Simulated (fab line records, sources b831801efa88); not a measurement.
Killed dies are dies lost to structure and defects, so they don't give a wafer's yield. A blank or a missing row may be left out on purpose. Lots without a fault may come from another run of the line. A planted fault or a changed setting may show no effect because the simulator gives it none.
A struck lot beside a sound one | flow sky130 | 14 steps out of a route of 708
Sound: wafers L258.1, L258.2, L258.3. Struck: wafers L250.1, L250.2, L250.6. The cause comes at the end.
At each step with rows: each side's tool, then ch and its chambers, then its first start. Under that, the readings that differ: sound wafers | struck wafers | difference of the means | sigmas: that difference in standard deviations of wafers without a fault.
alike: readings whose means differ by less than 2 such deviations, and words and numbers that are the same on both sides. not compared: withheld readings, readings that some wafer has no value for, bounds like >300 that may hide the same value, and numbers for which the record gives no deviation and whose values overlap.
The two part at a step that has a row with sigmas, a row that says differs or no value, or rows on one side only. Numbers that don't overlap but have no deviation are shown without sigmas and don't part them. A reading that every wafer of one side lacks parts them only if that side has two wafers or more.

first, 4 steps without rows for these wafers: SKY_PWDE_SOFTBAKE_03; SKY_PWDE_EXPOSE_04 (exposes mask PWDEM, target cd 840 nm); SKY_PWDE_PEB_05; SKY_PWDE_DEVELOP_06 (develop time 58.67 s).
SKY_PWDE_OVL_MEAS_07:
  sound on overlay-01, day 7 16:32; struck on overlay-01, day 5 15:23
  alike: PWDE_OVL
then, 1 step without rows for these wafers: SKY_PWDE_IMPLANT_08.
SKY_PWDE_STRIP_09: strips in O2/N2.
  sound on plasma_asher-03 ch 0,1, day 7 16:43; struck on plasma_asher-04 ch 0,1, day 5 15:35
  alike: drypump_motor_current_A, oes_product_au, strip_time_to_endpoint_s
  not compared: rf_hours_counter_h
SKY_PWDE_TW_MEAS_10:
  sound on film_metro-03, day 7 16:49; struck on film_metro-03, day 5 15:41
  alike: PWDE_TW
then, 4 steps without rows for these wafers: SKY_NWELL_DEHYDRATE_03 (time 60 s); SKY_NWELL_HMDS_04 (prime time 60 s); SKY_NWELL_COAT_05 (resist thk 3000 nm); SKY_NWELL_SOFTBAKE_06.
SKY_NWELL_EXPOSE_07: exposes mask NWM, target cd 840 nm.
  sound on iline_stepper-01 ch 0, day 8 02:46; struck on iline_stepper-01, day 6 00:11
  no value came back on the struck wafers for exposure_dose_mJ_cm2, focus_offset_nm (nm); on the sound wafers exposure_dose_mJ_cm2 reads 255.18 255.09 255.49
  alike: mask
then, 1 step without rows for these wafers: SKY_NWELL_PEB_08.

WHERE THEY PART
Only at SKY_NWELL_EXPOSE_07, within this record.

WHY: what the simulator had put in
Skipped step whole: iline_stepper-01, from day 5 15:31 on, at SKY_NWELL_EXPOSE_07. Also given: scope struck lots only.
